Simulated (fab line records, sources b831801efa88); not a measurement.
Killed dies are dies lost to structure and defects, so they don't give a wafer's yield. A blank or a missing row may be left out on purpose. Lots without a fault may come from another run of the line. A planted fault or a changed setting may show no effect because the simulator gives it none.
Chamber matching | flow sky130 | SKY_PASSIVATION_CVD_00 on pecvd-01: 3 sister chambers
The step deposits SiO2, target thk 90 nm. 6 wafers are shown with their chamber, then 7 later ones without.

WAFERS WITH THEIR CHAMBER
wafer  | chamber | heater_power_w (W)
L195.6 | 0       | 664
L198.3 | 0       | 644
L209.4 | 1       | 574
L209.6 | 1       | 588
L210.2 | 2       | 565
L210.4 | 2       | 555

WAFERS WITHOUT THEIR CHAMBER
wafer  | heater_power_w (W)
L210.5 | 586
L212.2 | 671
L212.4 | 595
L212.5 | 626
L213.3 | 593
L213.4 | 692
L213.5 | 665

WHICH CHAMBER EACH WENT THROUGH
wafer  | from the rows above     | in truth
L210.5 | can't be placed: 1 or 2 | 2
L212.2 | 0                       | 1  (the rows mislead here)
L212.4 | can't be placed: 1 or 2 | 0
L212.5 | can't be placed: 0 or 1 | 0
L213.3 | can't be placed: 1 or 2 | 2
L213.4 | 0                       | 0
L213.5 | 0                       | 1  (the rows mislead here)
Placed correctly: 1 of 7. Can't be placed from these rows: 4 (the true chamber is among the candidates in 3). Placed wrongly: 2.
How it was worked out, from the rows above alone: a wafer's distance from a chamber is the root of the sum, over the readings, of the square of ((its reading less the chamber's mean) divided by the reading's scatter). The wafer belongs to the nearest chamber; if the next one is less than 2 further off, it can't be placed. A chamber's mean is the mean of its shown wafers. The scatter: the root of (the sum of the squares of (reading less its chamber's mean) over the shown wafers, divided by (wafers less chambers)).
